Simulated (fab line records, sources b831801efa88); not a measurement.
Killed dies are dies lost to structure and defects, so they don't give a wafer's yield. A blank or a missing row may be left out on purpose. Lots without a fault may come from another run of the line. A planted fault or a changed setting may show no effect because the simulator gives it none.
Tool commonality check | flow gf180mcu | 12 lots, 36 wafers sampled

WHY IT WAS OPENED
At GF_HV_LDD_THK_MEAS_57 the reading HV_LDD_CVD_56_THK is flagged on 1 of 12 lots. Wafers without a fault read 89.9 nm, standard deviation 0.99.
Rule: a lot is flagged when every wafer of it that has a number lies more than 4 standard deviations from that mean, or none has a number. The other lots count as sound.

lot  | measured     | on            | HV_LDD_CVD_56_THK (nm), wafer by wafer | flag
L417 | day 13 02:29 | film_metro-02 | 91.1 90.8 91.5                         |
L418 | day 13 09:36 | film_metro-04 | 90.8 90.7 90.8                         |
L419 | day 13 13:43 | film_metro-03 | 89.0 89.2 88.3                         |
L420 | day 14 00:35 | film_metro-02 | 91.2 91.4 91.3                         |
L421 | day 14 05:58 | film_metro-04 | 89.2 89.5 88.8                         |
L422 | day 14 17:34 | film_metro-03 | 89.0 88.9 89.2                         |
L423 | day 14 22:51 | film_metro-02 | 90.9 90.6 90.6                         |
L424 | day 15 04:53 | film_metro-02 | 87.4 87.8 88.3                         |
L426 | day 15 21:53 | film_metro-04 | 90.7 91.1 91.0                         |
L430 | day 17 06:15 | film_metro-02 | 95.9 97.4 95.3                         | FLAGGED
L438 | day 20 09:55 | film_metro-03 | 90.8 90.7 90.7                         |
L439 | day 20 12:39 | film_metro-02 | 88.1 88.0 88.5                         |
The numbers of the flagged lots are 96.2 nm on average: +6.3 nm against the usual, or +6 standard deviations.

WHICH TOOL RAN EACH LOT
The record holds 1 process step before the reading, out of a route of 602 steps. In each cell: the tool, then ch and the chambers that the sampled wafers went through, then the start.
lot  | flag    | GF_HV_LDD_CVD_56
L417 |         | lpcvd-02 ch 0, day 13 01:02
L418 |         | lpcvd-02 ch 1, day 13 08:10
L419 |         | lpcvd-02 ch 1, day 13 12:17
L420 |         | lpcvd-01 ch 0, day 13 23:08
L421 |         | lpcvd-02 ch 0, day 14 04:31
L422 |         | lpcvd-01 ch 1, day 14 16:07
L423 |         | lpcvd-01 ch 1, day 14 21:25
L424 |         | lpcvd-02 ch 0, day 15 03:28
L426 |         | lpcvd-01 ch 1, day 15 20:28
L430 | FLAGGED | lpcvd-02 ch 0, day 17 04:49
L438 |         | lpcvd-01 ch 0, day 20 07:46
L439 |         | lpcvd-01 ch 1, day 20 11:13
What these steps do:
- GF_HV_LDD_CVD_56: deposits Si3N4 from DCS/NH3, target thk 90 nm, time 1543 s.
- GF_HV_LDD_THK_MEAS_57

FLAGGED OVER TOTAL, TOOL BY TOOL (the gauges that took the reading come last)
step                  | tool          | lots run | flagged | share of the flagged lots | sound lots run after its first flagged lot
GF_HV_LDD_CVD_56      | lpcvd-01      | 6        | 0       | none                      | -
GF_HV_LDD_CVD_56      | lpcvd-02      | 6        | 1       | all                       | 0
GF_HV_LDD_THK_MEAS_57 | film_metro-02 | 6        | 1       | all                       | 1 (L439)
GF_HV_LDD_THK_MEAS_57 | film_metro-03 | 3        | 0       | none                      | -
GF_HV_LDD_THK_MEAS_57 | film_metro-04 | 3        | 0       | none                      | -

WHAT THE TABLE ALLOWS
2 rows of the table ran every flagged lot: lpcvd-02 at GF_HV_LDD_CVD_56, film_metro-02 at GF_HV_LDD_THK_MEAS_57.
- lpcvd-02 at GF_HV_LDD_CVD_56: 1 of its 6 lots flagged. Its last sound lot is L424 (day 15 03:28), its first flagged lot L430 (day 17 04:49): a fault that began between those two fits.
- film_metro-02 at GF_HV_LDD_THK_MEAS_57: 1 of its 6 lots flagged. Sound lots ran on it after the first flagged one (L439), which a lasting fault on the whole tool wouldn't allow.
One tool is left: lpcvd-02 at GF_HV_LDD_CVD_56.

WHAT THE SIMULATOR HAD PUT IN
Process parameter drift: lpcvd-02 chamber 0, from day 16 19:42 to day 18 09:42, at GF_HV_LDD_CVD_56. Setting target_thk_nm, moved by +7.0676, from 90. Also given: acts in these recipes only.
Lots struck among those shown: L430. The rule above found the same.
